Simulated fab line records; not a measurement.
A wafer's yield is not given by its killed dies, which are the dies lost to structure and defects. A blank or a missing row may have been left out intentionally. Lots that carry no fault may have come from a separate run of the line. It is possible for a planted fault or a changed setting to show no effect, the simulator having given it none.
8D (eight disciplines) problem report, filled in by code -- flow sky130 -- the parts of the form that need people (team, actions taken, sign-off) are left out

1. PROBLEM STATEMENT
Mean CAPM_TIN_RS at SKY_CAPM_RS_MEAS_03: 7.41 ohm/sq over 6 wafers in 2 lots; fault-free wafers: 6.90 ohm/sq, standard deviation 0.073. That is +7.0 standard deviations from the usual mean.
The step: measures by four-point-probe.
First observed at day 42 00:56: wafer L410.4, on film_metro-01. At this step, 27 wafers from 9 lots have a number in the record. By rule, "out" or "out of limits" means more than 4 standard deviations away from the usual mean. Any other wafer with a number is counted as sound.

2. WHAT IT IS; WHAT IT IS NOT
question,is,is not
which readings at this step,CAPM_TIN_RS,-
which lots,"L410, L411","L393, L394, L398, L402, L404, L412, L413"
which wafers of those lots,all that have a number,-
read on which gauges,"film_metro-01, film_metro-02",film_metro-04
when,from day 42 00:56,"up to then (15 sound wafers); but 6 sound wafers of L412, L413 came after"

3. WHAT RULES OUT EACH SUSPECT
Counting: a tool at any process step up to the reading remains a suspect when it ran all the lots that are out and ran no sound lot after the first of those.
- the gauge at SKY_CAPM_RS_MEAS_03 is ruled out. The wafers that are out were read on 2 gauges (film_metro-01, film_metro-02).
- pvd_sputter-01 at SKY_METAL3_SPUTTER_01 (material TiN, target thk 20 nm, time 16.7 s): ruled out as a lasting fault. After its first lot that is out, L410 (day 42 00:34), sound lots L413, L412 ran on it.
- pvd_sputter-01 at SKY_METAL3_SPUTTER_04 (material TiN, target thk 70 nm, time 58.3 s): ruled out as a lasting fault. After its first lot that is out, L410 (day 42 00:38), sound lots L413, L412 ran on it.
- pvd_sputter-04 at SKY_CAPM_SPUTTER_02 (material TiN, target thk 200 nm, time 166.7 s): kept. It processed each lot that is out, first L410 at day 42 00:46, and no sound lot thereafter; up to then, the last sound lot it processed was L404 at day 40 07:08.
Remaining after the count: pvd_sputter-04 at SKY_CAPM_SPUTTER_02.

4. THE CAUSE (what the simulator had put in)
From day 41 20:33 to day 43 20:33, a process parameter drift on pvd_sputter-04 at SKY_CAPM_SPUTTER_02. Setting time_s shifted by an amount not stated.
Only this tool survived the counting.

5. THE EFFECT CHAIN, in route order
One row per reading whose mean, taken over the struck wafers that have a number, lies over 3 standard deviations from the usual. Only readings whose record carries a usual standard deviation are examined. hours: median over the lots of the time between each lot's start at the first step of this table that gives one and its start at this step. sigmas: the change, counted in usual standard deviations.
hours,step,reading,usual,on struck wafers,change,sigmas
0,SKY_CAPM_RS_MEAS_03,CAPM_TIN_RS,6.90 ohm/sq,7.41,+0.51,+7.0
3,SKY_CAPM_THK_MEAS_04,CAPM_TIN_THK,199.4 nm,186.3,-13.1,-5.2
23,SKY_CAPM_METAL_ETCH_13,oes_product_au,0.942 a.u.,0.902,-0.040,-5.4
Here are the process steps it includes:
- SKY_CAPM_METAL_ETCH_13: etches TiN in Cl2/BCl3, stops on SiO2, target depth 220 nm, time 62.9 s.

6. HOW IT WOULD HAVE BEEN CAUGHT EARLIER
The first out-of-limits reading at a measuring or inspecting step in this record came at day 42 00:56, 4 hours after the fault's start at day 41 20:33.
No tool reading at SKY_CAPM_SPUTTER_02 that has a usual standard deviation in the record was out on any struck wafer, so an alarm limit of 4 standard deviations on those readings would not have fired.
Among the 2 lots that are out, L411 began SKY_CAPM_SPUTTER_02 on pvd_sputter-04 after day 42 00:56. Holding the tool at that time would have saved it.
